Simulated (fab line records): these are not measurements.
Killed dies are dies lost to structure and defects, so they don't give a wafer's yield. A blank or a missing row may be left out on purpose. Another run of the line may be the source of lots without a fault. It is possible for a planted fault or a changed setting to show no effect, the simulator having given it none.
The same fault as seen by 2 desks / flow gf180mcu / numbers are kept per desk, each desk with only its own; the story behind them comes last

## METROLOGY DESK
Means of the sampled wafers that have a number, per lot and without regard to the tool the lot ran on: this is what the gauges read. If a lot's mean is further than 4 standard deviations from the usual mean, the lot is out of limits and carries the mark OUT (the distance appears in the brackets).
Columns: A = V4_W_RS at GF_V4_RS_MEAS_24, usual 0.328 ohm/sq; B = MIM_ALCU_RS at GF_MIM_RS_MEAS_10, usual 0.1601 ohm/sq
lot=L406; first seen here=day 24 07:53; A=0.323; B=0.1611
lot=L407; first seen here=day 24 18:54; A=0.324; B=0.1583
lot=L408; first seen here=day 24 19:57; A=0.328; B=0.1576
lot=L409; first seen here=day 25 12:22; A=0.327; B=0.1617
lot=L410; first seen here=day 25 22:38; A=0.328; B=0.1609
lot=L411; first seen here=day 26 10:46; A=0.329; B=0.1593
lot=L412; first seen here=day 26 14:08; A=0.332; B=0.1640
lot=L413; first seen here=day 26 19:22; A=0.328; B=0.1619
lot=L414; first seen here=day 27 05:55; A=0.325; B=0.1620
lot=L420; first seen here=day 28 23:02; A=0.327; B=0.1595
lot=L424; first seen here=day 30 02:01; A=0.324; B=0.1604
lot=L425; first seen here=day 30 07:45; A=0.325; B=0.1578
lot=L427; first seen here=day 30 22:05; A=0.324; B=0.1598
Result from this desk: across the 13 lots, nothing is out of limits.

## THE TOOL OWNER'S DESK: pvdSputter-04
At GF_M4_SPUTTER_04 (material TiN, target thk 50 nm, time 41.7 s) the tool's own readings: per lot run on this tool, the mean of the sampled wafers that have a number. If a lot's mean is further than 4 standard deviations from the usual mean, the lot is out of limits and carries the mark OUT (the distance appears in the brackets).
Columns: A = chamberPressurePa at GF_M4_SPUTTER_04, usual 0.3999 Pa; B = throttleValvePct at GF_M4_SPUTTER_04, usual 29.2 %
lot=L407; first seen here=day 22 19:49; A=0.3988; B=29.0
lot=L409; first seen here=day 23 14:05; A=0.4005; B=28.5
lot=L411; first seen here=day 24 13:34; A=0.3998; B=29.4
lot=L413; first seen here=day 24 23:05; A=0.4002; B=29.6
lot=L424; first seen here=day 28 08:41; A=0.3993; B=29.1
lot=L425; first seen here=day 28 16:01; A=0.4002; B=29.2
lot=L427; first seen here=day 29 07:05; A=0.3999; B=29.0
Result from this desk: across the 7 lots, nothing is out of limits.

## ALL TOGETHER
At the metrology desk, nothing out of limits was observed.
Nothing out of limits was seen by the tool owner's desk.

## WHAT THE SIMULATOR PUT IN
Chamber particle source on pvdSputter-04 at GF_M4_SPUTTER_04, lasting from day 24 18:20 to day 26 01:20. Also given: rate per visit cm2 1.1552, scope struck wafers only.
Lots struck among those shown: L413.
